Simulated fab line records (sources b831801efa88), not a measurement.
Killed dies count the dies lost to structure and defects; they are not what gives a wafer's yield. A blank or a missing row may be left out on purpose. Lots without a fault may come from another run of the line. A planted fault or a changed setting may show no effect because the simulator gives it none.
Which tool was responsible?	flow gf180mcu	14 lots with 42 wafers sampled at 5 steps, on a route of 602 steps

WHAT EACH GAUGE READ, for each wafer
GF_HV_LDD_OVL_MEAS_47.
lot	measured	on	HV_LDD_03_OVL (nm)
L833	day 12 12:22	overlay-01	-0.9 -1.5 -1.5
L834	day 12 18:37	overlay-02	-2.2 -2.6 -0.5
L835	day 13 04:48	overlay-01	-1.7 -0.9 0.0
L837	day 13 21:13	overlay-02	-2.0 -1.9 -0.7
L838	day 14 03:07	overlay-01	2.0 0.6 0.9
L841	day 15 00:01	overlay-02	-1.1 0.8 0.6
L844	day 16 02:29	overlay-01	-1.3 -0.5 -1.1
L848	day 17 10:37	overlay-01	-2.7 -0.6 -2.0
L849	day 18 00:08	overlay-01	-1.1 -1.6 0.0
L850	day 18 02:13	overlay-01	-0.6 -2.6 -0.8
L851	day 18 13:04	overlay-01	-0.3 0.7 0.1
L852	day 18 17:59	overlay-01	-2.8 -1.4 -0.7
L853	day 19 03:35	overlay-01	-3.3 -0.7 -2.7
L855	day 19 15:07	overlay-02	1.2 2.3 -0.4

GF_NSD_OVL_MEAS_08.
lot	measured	on	NSD_OVL (nm)
L833	day 13 11:24	overlay-01	-0.1 -0.3 -1.5
L834	day 13 18:08	overlay-02	2.6 1.8 1.5
L835	day 14 04:12	overlay-01	-1.7 0.1 1.6
L837	day 14 21:16	overlay-02	-0.4 0.2 -1.0
L838	day 15 02:46	overlay-01	-1.6 -1.0 -0.8
L841	day 16 02:06	overlay-01	-2.0 -0.1 -0.4
L844	day 17 09:53	overlay-02	0.3 1.8 0.4
L848	day 18 13:51	overlay-01	-1.2 -0.8 -1.4
L849	day 19 02:58	overlay-01	-0.5 -0.1 -1.3
L850	day 19 06:19	overlay-02	-1.6 -2.0 -1.5
L851	day 19 17:45	overlay-02	-4.3 -1.9 -2.0
L852	day 19 21:09	overlay-02	0.7 0.3 1.8
L853	day 20 07:33	overlay-02	0.6 -0.8 -1.3
L855	day 20 18:44	overlay-02	-0.1 -0.2 -1.8

GF_PSD_CD_MEAS_07: the cd target is 400 nm.
lot	measured	on	cd nm (nm)
L833	day 14 07:58	cd sem-01	398.9 400.9 396.6
L834	day 14 14:58	cd sem-01	399.3 401.3 398.2
L835	day 15 01:09	cd sem-01	397.4 396.6 396.6
L837	day 15 18:49	cd sem-02	398.4 398.3 398.0
L838	day 16 01:48	cd sem-02	400.2 402.8 401.1
L841	day 17 00:47	cd sem-02	408.9 409.4 411.0
L844	day 18 09:47	cd sem-02	409.1 409.2 408.6
L848	day 19 13:59	cd sem-01	404.1 405.0 401.7
L849	day 20 03:14	cd sem-02	395.5 395.5 399.5
L850	day 20 07:09	cd sem-01	401.3 397.7 400.7
L851	day 20 18:17	cd sem-01	399.7 399.4 400.8
L852	day 20 21:23	cd sem-01	402.3 402.8 403.8
L853	day 21 08:17	cd sem-01	402.8 400.3 402.1
L855	day 21 18:56	cd sem-01	395.7 399.5 398.9

GF_PSD_OVL_MEAS_08.
lot	measured	on	PSD_OVL (nm)
L833	day 14 08:04	overlay-01	-1.3 -1.0 -2.2
L834	day 14 15:04	overlay-01	2.1 0.0 2.6
L835	day 15 01:15	overlay-01	2.8 3.2 1.6
L837	day 15 18:55	overlay-02	3.2 0.7 -0.4
L838	day 16 01:54	overlay-02	0.6 -2.2 0.4
L841	day 17 00:54	overlay-02	-1.1 -0.5 -2.1
L844	day 18 09:54	overlay-02	3.3 3.0 1.3
L848	day 19 14:06	overlay-02	-0.9 1.4 -0.3
L849	day 20 03:22	overlay-01	1.4 0.9 -0.4
L850	day 20 07:16	overlay-02	1.4 -0.2 1.4
L851	day 20 18:24	overlay-02	0.9 0.4 2.9
L852	day 20 21:30	overlay-02	0.0 -2.7 -1.2
L853	day 21 08:25	overlay-02	2.8 2.2 1.5
L855	day 21 19:03	overlay-02	-0.5 -1.2 1.0

TOOL THAT RAN EACH LOT (tool first, then ch and the chambers of the sampled wafers, then the start)
lot	GF_PSD_DEVELOP_06
L833	litho track-04 ch 0, day 14 07:49
L834	litho track-03 ch 0, day 14 14:50
L835	litho track-03 ch 0, day 15 01:00
L837	litho track-03 ch 0, day 15 18:41
L838	litho track-03 ch 0, day 16 01:39
L841	litho track-03 ch 0, day 17 00:38
L844	litho track-03 ch 0, day 18 09:38
L848	litho track-02 ch 0, day 19 13:50
L849	litho track-04 ch 0, day 20 03:05
L850	litho track-02 ch 0, day 20 07:01
L851	litho track-03 ch 0, day 20 18:08
L852	litho track-03 ch 0, day 20 21:14
L853	litho track-04 ch 0, day 21 08:08
L855	litho track-02 ch 0, day 21 18:47
- GF_PSD_DEVELOP_06: develop time 60 s.

WHAT THE TOOLS THEMSELVES READ (means of the sampled wafers that have a number; where no wafer has one, the mark that the record gives instead)
The record holds no such reading with a usual standard deviation.

THE ANSWER, worked out from the rows above alone
Rule: what is usual is taken from the lots themselves. Put in order of their means at a reading, lots are off if they are a third of the lots or fewer, leave a main group of 4 or more, and stand apart from it by a gap of 3 or more times the standard deviation of the main group's means; of several such gaps the widest counts. A main group whose means are all the same, to the digits that the tables above print for the reading, isn't used. A lot without any number at a reading at which 4 lots or more have one is off too. All remaining lots with rows at the step are treated as sound. First the gauges in route order, then the tools' own readings, where a lot's mean is used as printed above. The first step at which some lot is off is used, and at that step the reading that is off furthest; a lot without a number counts as furthest.
Across all readings shown, no lot is off: no conclusion can be drawn from this.

WHAT THE SIMULATOR HAD INSERTED
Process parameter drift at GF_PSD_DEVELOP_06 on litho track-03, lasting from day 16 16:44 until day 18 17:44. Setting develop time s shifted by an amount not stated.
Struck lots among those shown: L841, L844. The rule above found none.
